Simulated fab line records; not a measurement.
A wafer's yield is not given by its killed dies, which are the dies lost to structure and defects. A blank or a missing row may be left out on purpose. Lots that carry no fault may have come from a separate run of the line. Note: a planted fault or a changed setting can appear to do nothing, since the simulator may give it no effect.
Struck lot and sound lot, side by side    flow gf180mcu    15 out of 602 route steps
Sound: these wafers, L677.3, L677.4, L677.6. Struck: wafers L685.3, L685.5 (left out: L685.4, a lot-mate that was not struck); the cause follows at the end.
Order at every step that has rows: each side's tool, ch and its chambers, its first start. Under that, the readings that differ: sound wafers    struck wafers    difference of the means    sigmas: that difference in standard deviations of wafers without a fault.
alike: words and numbers the same on both sides, and readings whose means are apart by under 2 such deviations; not compared: readings that were withheld, readings missing a value for some wafer, numbers with overlapping values and no deviation given by the record, and bounds like >300 which may hide the same value.
A row with sigmas, a row that says differs or no value, or rows on one side alone: a step with any of these is where the two part. Non-overlapping numbers with no deviation appear without sigmas and do not part them. Lack of a reading on every wafer of one side parts them only where that side has two or more wafers.

first, 5 steps without rows for these wafers: GF_V5_COAT_09 (resist thk 1000 nm); GF_V5_SOFTBAKE_10 (time 60 s); GF_V5_EXPOSE_11 (exposes mask Via5, target cd 260 nm); GF_V5_PEB_12 (peb time 90 s); GF_V5_DEVELOP_13 (develop time 60 s).
GF_V5_CD_MEAS_14 targets a cd of 260 nm.
  struck on cd_sem-02, day 30 11:35; sound on cd_sem-01, day 28 02:54
reading     sound              struck       difference  sigmas
cd_nm (nm)  257.6 257.4 257.3  261.0 261.1  +3.6        +2
GF_V5_OVL_MEAS_15:
  struck on overlay-02, day 30 11:41; sound on overlay-01, day 28 02:59
  alike: V5_OVL
GF_V5_ETCH_16: etches BARC in N2/H2.
  sound on rie_diel-03 ch 0,1, day 28 03:01; struck on rie_diel-01 ch 2, day 30 11:42
  alike: drypump_motor_current_A, oes_product_au, throttle_valve_pct
GF_V5_ETCH_17: etches SiO2 in C4F8/O2/Ar, stops on TiN, target depth 855 nm.
  sound on rie_diel-03 ch 0,1; struck on rie_diel-01 ch 2
  alike: oes_product_au
GF_V5_STRIP_18: strips in O2/N2.
  sound on plasma_asher-03 ch 0,1, day 28 03:12; struck on plasma_asher-03 ch 0, day 30 11:53
  alike: drypump_motor_current_A, heater_power_w, oes_product_au
  not compared: rf_hours_counter_h
then, 2 steps without rows for these wafers: GF_V5_STRIP_19 (strips in post etch residue remover, time 1200 s); GF_V5_CLEAN_20 (cleans in DIW).
GF_V5_SPUTTER_21: material Ti, target thk 15 nm, time 80.02 s.
  struck on pvd_sputter-04, day 30 12:25; sound on pvd_sputter-04, day 28 03:44
reading                                sound              struck       difference  sigmas
chamber_pressure_pa (Pa)               4.999 5.006 4.981  5.240 5.248  +0.249      +25
model.Ti_of_V5_SPUTTER_21.thk_nm (nm)  15.21 15.05 14.83  14.41 14.51  -0.57       
  alike: substrate_temp_c, throttle_valve_pct
GF_V5_SPUTTER_22: material TiN, target thk 10 nm, time 40 s.
  struck on pvd_sputter-04, day 30 12:29; sound on pvd_sputter-04, day 28 03:48
  alike: chamber_pressure_pa, throttle_valve_pct
next, for these wafers, 1 step has no rows: GF_PASSIVATION_PROBE_99.

WHERE THEY PART
First at GF_V5_CD_MEAS_14; last, within this record, at GF_V5_SPUTTER_21. Later steps at which nothing parts them and some readings are alike: GF_V5_SPUTTER_22.

WHY: what the simulator had put in
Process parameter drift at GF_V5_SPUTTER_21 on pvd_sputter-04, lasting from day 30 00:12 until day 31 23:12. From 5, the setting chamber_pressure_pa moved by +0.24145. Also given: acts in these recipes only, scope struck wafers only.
